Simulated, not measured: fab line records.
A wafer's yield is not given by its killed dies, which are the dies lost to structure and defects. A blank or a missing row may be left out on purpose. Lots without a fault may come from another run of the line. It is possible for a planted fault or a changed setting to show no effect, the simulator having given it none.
One fault seen from 2 desks + flow sky130 + each desk has only its own numbers; what lay behind them comes last

== TOOL OWNER'S DESK, litho-track-03 ==
The tool's own readings at SKY_POLY_GATE_COAT_07 (resist thk 110 nm): means of the sampled wafers that have a number, for each lot that ran on this tool. The brackets show how far a lot's mean lies from the usual mean; more than 4 standard deviations puts the lot out of limits, marked OUT.
Columns: A = spin-speed-rpm at SKY_POLY_GATE_COAT_07, usual 3000.1 rpm
| lot  | first seen here | A                |
|------|-----------------|------------------|
| L128 | day 16 05:45    | 3000.8           |
| L135 | day 18 19:47    | 3048.3 (+25) OUT |
| L138 | day 20 02:21    | 3047.2 (+25) OUT |
| L145 | day 22 13:17    | 2997.3           |
| L146 | day 22 15:03    | 3000.6           |
| L149 | day 23 13:33    | 3000.3           |
Finding of this desk: L135, L138 out of limits; the first was L135 at day 18 19:47, on spin-speed-rpm at SKY_POLY_GATE_COAT_07. Within limits: L128, L145, L146, L149.

== THE METROLOGY DESK ==
What the gauges read, lot by lot, whatever tool the lot ran on: means of the sampled wafers that have a number. The brackets show how far a lot's mean lies from the usual mean; more than 4 standard deviations puts the lot out of limits, marked OUT.
Columns: A = POLY_GATE_OVL at SKY_POLY_GATE_OVL_MEAS_14, usual -1 nm; B = cd-nm at SKY_LDD_P_CD_MEAS_07, usual 379 nm; C = LDD_P_TW at SKY_LDD_P_TW_MEAS_11, usual 633
| lot  | first seen here | A   | B   | C   |
|------|-----------------|-----|-----|-----|
| L128 | day 16 20:35    | 0   | 384 | 631 |
| L129 | day 17 06:44    | 5   | 374 | 643 |
| L135 | day 19 11:56    | 0   | 381 | 644 |
| L138 | day 20 18:02    | -7  | 377 | 631 |
| L139 | day 20 20:14    | -3  | 381 | 624 |
| L141 | day 21 17:30    | 2   | 379 | 623 |
| L143 | day 22 13:56    | 4   | 385 | 625 |
| L144 | day 23 02:19    | -0  | 377 | 642 |
| L145 | day 23 04:35    | -3  | 381 | 634 |
| L146 | day 23 05:55    | -0  | 372 | 628 |
| L147 | day 23 12:44    | 0   | 374 | 633 |
| L148 | day 24 01:19    | -6  | 372 | 641 |
| L149 | day 24 04:58    | -11 | 376 | 641 |
| L150 | day 24 17:29    | 6   | 380 | 632 |
Result from this desk: across the 14 lots, nothing is out of limits.

== PUT TOGETHER ==
On L135, L138, at day 18 19:47, an alarm was possible from the tool owner's desk.
Metrology desk: nothing out of limits seen.
The metrology desk holds a record of L135, L138, inside its limits.
The lots listed all ran SKY_POLY_GATE_COAT_07 on litho-track-03.

== WHAT THE SIMULATOR PUT IN ==
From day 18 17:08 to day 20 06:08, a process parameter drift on litho-track-03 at SKY_POLY_GATE_COAT_07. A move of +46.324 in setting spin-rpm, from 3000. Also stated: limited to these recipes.
Struck lots among those shown: L135, L138.
Delay in hours, fault start to first out-of-limits reading, by desk: the tool owner's desk at 3.
